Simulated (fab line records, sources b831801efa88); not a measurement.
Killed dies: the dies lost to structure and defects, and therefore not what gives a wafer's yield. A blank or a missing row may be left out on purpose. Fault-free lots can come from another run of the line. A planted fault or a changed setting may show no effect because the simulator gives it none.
Tool commonality check + flow sky130 + 12 lots, 36 wafers sampled

== THE REASON FOR OPENING IT ==
SKY_VIA2_OVL_MEAS_13, reading VIA2_OVL: flagged on 3 of 12 lots. No-fault wafers: 1 nm, standard deviation 5.6.
Rule: a lot gets a flag if all its wafers with a number sit over 4 standard deviations from that mean, or if no wafer of it has a number. The rest of the lots are taken to be sound.

| lot  | measured     | on         | VIA2_OVL (nm), wafer by wafer | flag    |
|------|--------------|------------|-------------------------------|---------|
| L213 | day 36 23:55 | overlay-01 | 7 6 6                         |         |
| L214 | day 37 02:59 | overlay-02 | -1 1 3                        |         |
| L218 | day 37 14:09 | overlay-02 | 0 11 1                        |         |
| L217 | day 37 18:10 | overlay-01 | 2 -1 -1                       |         |
| L219 | day 38 20:19 | overlay-02 | 2 6 2                         |         |
| L220 | day 39 00:58 | overlay-01 | 10 1 7                        |         |
| L222 | day 39 09:23 | overlay-02 | 1 0 -2                        |         |
| L224 | day 39 19:42 | overlay-02 | 49 44 49                      | FLAGGED |
| L223 | day 39 21:32 | overlay-01 | 2 6 6                         |         |
| L225 | day 40 03:49 | overlay-01 | 58 56 62                      | FLAGGED |
| L228 | day 41 07:44 | overlay-02 | 51 45 47                      | FLAGGED |
| L234 | day 42 13:00 | overlay-01 | -1 -5 -6                      |         |
The numbers of the flagged lots are 51 nm on average: +50 nm against the usual, or +9 standard deviations.

== TOOL THAT RAN EACH LOT ==
Before the reading, the record contains 2 process steps out of a 708-step route. Every cell lists first the tool, next ch and the chambers used by the sampled wafers, and last the start.
| lot  | flag    | SKY_METAL1_SPUTTER_04        | SKY_VIA2_EXPOSE_09                |
|------|---------|------------------------------|-----------------------------------|
| L213 |         | pvd sputter-03, day 32 10:33 | krf scanner-01 ch 0, day 36 11:35 |
| L214 |         | pvd sputter-04, day 32 13:53 | krf scanner-01 ch 0, day 36 15:09 |
| L218 |         | pvd sputter-04, day 33 01:02 | krf scanner-01 ch 0, day 37 00:58 |
| L217 |         | pvd sputter-04, day 33 05:08 | krf scanner-02 ch 0, day 37 05:12 |
| L219 |         | pvd sputter-03, day 34 08:13 | krf scanner-02 ch 0, day 38 06:43 |
| L220 |         | pvd sputter-03, day 34 14:43 | krf scanner-02 ch 0, day 38 12:40 |
| L222 |         | pvd sputter-04, day 35 00:08 | krf scanner-01 ch 0, day 38 22:07 |
| L224 | FLAGGED | pvd sputter-03, day 35 11:08 | krf scanner-01 ch 0, day 39 06:59 |
| L223 |         | pvd sputter-01, day 35 12:19 | krf scanner-02 ch 0, day 39 08:31 |
| L225 | FLAGGED | pvd sputter-03, day 35 18:37 | krf scanner-01 ch 0, day 39 15:32 |
| L228 | FLAGGED | pvd sputter-04, day 37 00:16 | krf scanner-01 ch 0, day 40 20:19 |
| L234 |         | pvd sputter-03, day 38 07:54 | krf scanner-02 ch 0, day 42 01:33 |
What is done by these steps:
- SKY_METAL1_SPUTTER_04: material TiN, target thk 70 nm, time 58.3 s.
- SKY_VIA2_EXPOSE_09: exposes mask VIM2, target cd 200 nm.
- SKY_VIA2_OVL_MEAS_13

== FLAGGED AGAINST TOTAL, ONE TOOL AT A TIME (gauges that did the reading follow at the end) ==
| step                  | tool           | lots run | flagged | share of the flagged lots | sound lots run after its first flagged lot |
|-----------------------|----------------|----------|---------|---------------------------|--------------------------------------------|
| SKY_METAL1_SPUTTER_04 | pvd sputter-01 | 1        | 0       | none                      | -                                          |
| SKY_METAL1_SPUTTER_04 | pvd sputter-03 | 6        | 2       | some                      | 1 (L234)                                   |
| SKY_METAL1_SPUTTER_04 | pvd sputter-04 | 5        | 1       | some                      | 0                                          |
| SKY_VIA2_EXPOSE_09    | krf scanner-01 | 7        | 3       | all                       | 0                                          |
| SKY_VIA2_EXPOSE_09    | krf scanner-02 | 5        | 0       | none                      | -                                          |
| SKY_VIA2_OVL_MEAS_13  | overlay-01     | 6        | 1       | some                      | 1 (L234)                                   |
| SKY_VIA2_OVL_MEAS_13  | overlay-02     | 6        | 2       | some                      | 0                                          |

== THE TABLE: WHAT IT ALLOWS ==
1 row of the table ran every flagged lot: krf scanner-01 at SKY_VIA2_EXPOSE_09.
- krf scanner-01 at SKY_VIA2_EXPOSE_09: 3 of its 7 lots flagged. It ran its last sound lot, L222, at day 38 22:07 and its first flagged lot, L224, at day 39 06:59: a fault with its onset between the two fits.
One tool is left: krf scanner-01 at SKY_VIA2_EXPOSE_09.

== WHAT WAS PUT IN BY THE SIMULATOR ==
Scanner matching overlay: krf scanner-01, from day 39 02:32 on, at SKY_VIA2_EXPOSE_09. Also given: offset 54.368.
Struck lots among those shown: L224, L225, L228. The rule above found the same.
